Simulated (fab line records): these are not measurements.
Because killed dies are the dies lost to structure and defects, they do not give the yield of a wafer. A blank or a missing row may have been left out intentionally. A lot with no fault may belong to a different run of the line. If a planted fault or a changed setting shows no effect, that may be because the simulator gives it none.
Problem report, 8D (eight disciplines) form, completed by code ; flow gf180mcu ; the parts of the form that need people (team, actions taken, sign-off) are left out

1. THE ISSUE
Mean of plateTempC at GF_DNWELL_SOFTBAKE_03: 108.12 C across 6 wafers in 2 lots; on wafers with no fault it is 110.00 C (standard deviation 0.13). Relative to the usual mean, that is a shift of -14 standard deviations.
The first sign was on wafer L111.2 at day 4 15:51, on lithoTrack-01. The record holds 42 wafers of 14 lots with a number at this step. Rule for "out", or "out of limits": more than 4 standard deviations from the usual mean. All remaining wafers that have a number are taken as sound.

2. WHAT IT IS, AND WHAT IT ISN'T
question;is;is not
which readings at this step;plateTempC, heaterPowerTotalW;exhaustPa
which lots;L111, L114;L103, L104, L105, L106, L107, L108, L116, L119, L121, L122, L123, L124
which wafers of those lots;all that have a number;-
read on which tools;lithoTrack-01;lithoTrack-03, lithoTrack-04
when;from day 4 15:51;"up to then (18 sound wafers); but 18 sound wafers of L116, L119, L121, L122, L123, L124 came after"

3. THE SUSPECTS, EACH WITH WHAT RULES IT OUT
Counting: any tool at a process step up to the reading is kept as a suspect provided that every lot that is out went through it and no sound lot did after the first of them.
- lithoTrack-01 at GF_DNWELL_SOFTBAKE_03: kept. Every lot that is out went through it, starting with L111 (day 4 15:51), and after that it ran no sound lot; the last sound lot it ran before then is L107 (day 3 19:49). Its own readings are out on those wafers: heaterPowerTotalW, plateTempC.
Remaining after the count: lithoTrack-01 at GF_DNWELL_SOFTBAKE_03.

4. THE CAUSE (what the simulator had put in)
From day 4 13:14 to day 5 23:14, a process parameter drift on lithoTrack-01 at GF_DNWELL_SOFTBAKE_03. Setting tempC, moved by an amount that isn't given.
Only this tool survived the counting.

5. THE CHAIN OF EFFECTS, in route order
Each row: a reading whose mean over the struck wafers that have a number lies more than 3 standard deviations from the usual. Only readings whose record carries a usual standard deviation are examined. hours: median over the lots of the time between each lot's start at the first step of this table that gives one and its start at this step. sigmas: the change, counted in usual standard deviations.
hours;step;reading;usual;on struck wafers;change;sigmas
0;GF_DNWELL_SOFTBAKE_03;heaterPowerTotalW;65.31 W;63.95;-1.36;-9.7
0;GF_DNWELL_SOFTBAKE_03;plateTempC;110.00 C;108.12;-1.88;-14
Its process steps:
- GF_DNWELL_SOFTBAKE_03
Later measuring or inspecting steps at which every struck wafer that the step has a row for has a number for every such reading, and none has moved that far: GF_NWELL_OVL_MEAS_07, GF_MVPSD_OVL_MEAS_07.

6. HOW IT WOULD HAVE BEEN CAUGHT EARLIER
In this record the first reading out of limits was taken at day 4 15:51, 3 hours after the fault began at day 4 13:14.
